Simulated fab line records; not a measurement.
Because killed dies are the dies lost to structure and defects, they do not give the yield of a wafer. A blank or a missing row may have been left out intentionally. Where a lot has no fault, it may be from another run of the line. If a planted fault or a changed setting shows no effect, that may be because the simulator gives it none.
A lot that was struck, set against a sound lot || flow gf180mcu || 24 steps out of a route of 602
Sound: wafers L694.2, L694.3, L694.6. The struck wafers were L698.2, L698.3, L698.4. Last of all comes the cause.
Order at every step that has rows: each side's tool, ch and its chambers, its first start. Under that, the readings that differ: sound wafers || struck wafers || difference of the means || sigmas: that difference in standard deviations of wafers without a fault.
alike: readings whose means differ by less than 2 such deviations, and words and numbers that are the same on both sides. not compared: withheld readings, readings that some wafer has no value for, bounds like >300 that may hide the same value, and numbers for which the record gives no deviation and whose values overlap.
The two part at a step that has a row with sigmas, a row that says differs or no value, or rows on one side only. Non-overlapping numbers with no deviation appear without sigmas and do not part them. Lack of a reading on every wafer of one side parts them only where that side has two or more wafers.

first, 3 steps without rows for these wafers: GF_HV_LDD_EXPOSE_16 (exposes mask Pplus LV AREA, target cd 400 nm); GF_HV_LDD_PEB_17; GF_HV_LDD_DEVELOP_18 (develop time 60 s).
GF_HV_LDD_CD_MEAS_19: target cd 400 nm.
  sound on cd_sem-01, day 12 21:19; struck on cd_sem-01, day 14 11:58
{"reading": "cd_nm (nm)", "sound": "397.6 400.4 400.8", "struck": "394.2 395.5 393.0", "difference": -5.4, "sigmas": -2}
GF_HV_LDD_OVL_MEAS_20:
  sound on overlay-01, day 12 21:25; struck on overlay-02, day 14 12:04
  alike: HV_LDD_01_OVL
then, 1 step without rows for these wafers: GF_HV_LDD_IMPLANT_21.
GF_HV_LDD_STRIP_22: strips in O2/N2.
  sound on plasma_asher-04 ch 0,1, day 12 21:36; struck on plasma_asher-02 ch 0,1, day 14 12:15
  alike: drypump_motor_current_A, heater_power_w, o2_flow_sccm, oes_product_au, strip_time_to_endpoint_s
  not compared: rf_hours_counter_h
GF_HV_LDD_TW_MEAS_23:
  sound on film_metro-03, day 12 21:43; struck on film_metro-04, day 14 12:22
{"reading": "HV_LDD_2_TW", "sound": "1052 1057 1056", "struck": "1040 1038 1041", "difference": -15, "sigmas": -2}
then, 4 steps without rows for these wafers: GF_HV_LDD_DEHYDRATE_24 (time 60 s); GF_HV_LDD_HMDS_25 (prime time 60 s); GF_HV_LDD_COAT_26 (resist thk 1000 nm); GF_HV_LDD_SOFTBAKE_27 (time 60 s).
GF_HV_LDD_EXPOSE_28: exposes mask Nplus HV AREA, target cd 400 nm.
  sound on iline_stepper-01 ch 0, day 13 07:37; struck on iline_stepper-02 ch 0, day 14 22:55
{"reading": "mask", "sound": "Nplus_HV_AREA#0 Nplus_HV_AREA#0 Nplus_HV_AREA#0", "struck": "Nplus_LV_AREA#0 Nplus_LV_AREA#0 Nplus_LV_AREA#0", "difference": "differs", "sigmas": ""}
  alike: focus_offset_nm
then, 2 steps without rows for these wafers: GF_HV_LDD_PEB_29; GF_HV_LDD_DEVELOP_30 (develop time 60 s).
GF_HV_LDD_CD_MEAS_31: target cd 400 nm.
  sound on cd_sem-01, day 13 18:08; struck on cd_sem-01, day 15 09:28
{"reading": "cd_nm (nm)", "sound": "401.9 401.9 400.0", "struck": "- - -", "difference": "no value on the struck wafers", "sigmas": ""}
GF_HV_LDD_OVL_MEAS_32:
  sound on overlay-02, day 13 18:14; struck on overlay-02, day 15 09:34
{"reading": "HV_LDD_02_OVL (nm)", "sound": "-1.7 0.3 -0.3", "struck": "- - -", "difference": "no value on the struck wafers", "sigmas": ""}
then, 4 steps without rows for these wafers: GF_HV_LDD_IMPLANT_33; GF_HV_LDD_IMPLANT_34; GF_HV_LDD_IMPLANT_35; GF_HV_LDD_IMPLANT_36.
GF_HV_LDD_STRIP_37: strips in O2/N2.
  sound on plasma_asher-01 ch 0, day 13 18:52; struck on plasma_asher-02 ch 0,1, day 15 10:12
  alike: drypump_motor_current_A, heater_power_w, o2_flow_sccm, oes_product_au, strip_time_to_endpoint_s
  not compared: rf_hours_counter_h
GF_HV_LDD_TW_MEAS_38:
  sound on film_metro-04, day 13 18:59; struck on film_metro-02, day 15 10:35
{"reading": "HV_LDD_3_TW", "sound": "1416 1423 1423", "struck": "30 30 30", "difference": -1391, "sigmas": "-99 or more"}
  not compared: hold
GF_PASSIVATION_PROBE_99:
  rows exist in the record for the sound wafers here (prober-01, day 31 01:29), none for the struck ones

== WHERE THEY PART ==
At GF_HV_LDD_CD_MEAS_19 first; at GF_PASSIVATION_PROBE_99 last (within this record only).

WHY: what the simulator had put in
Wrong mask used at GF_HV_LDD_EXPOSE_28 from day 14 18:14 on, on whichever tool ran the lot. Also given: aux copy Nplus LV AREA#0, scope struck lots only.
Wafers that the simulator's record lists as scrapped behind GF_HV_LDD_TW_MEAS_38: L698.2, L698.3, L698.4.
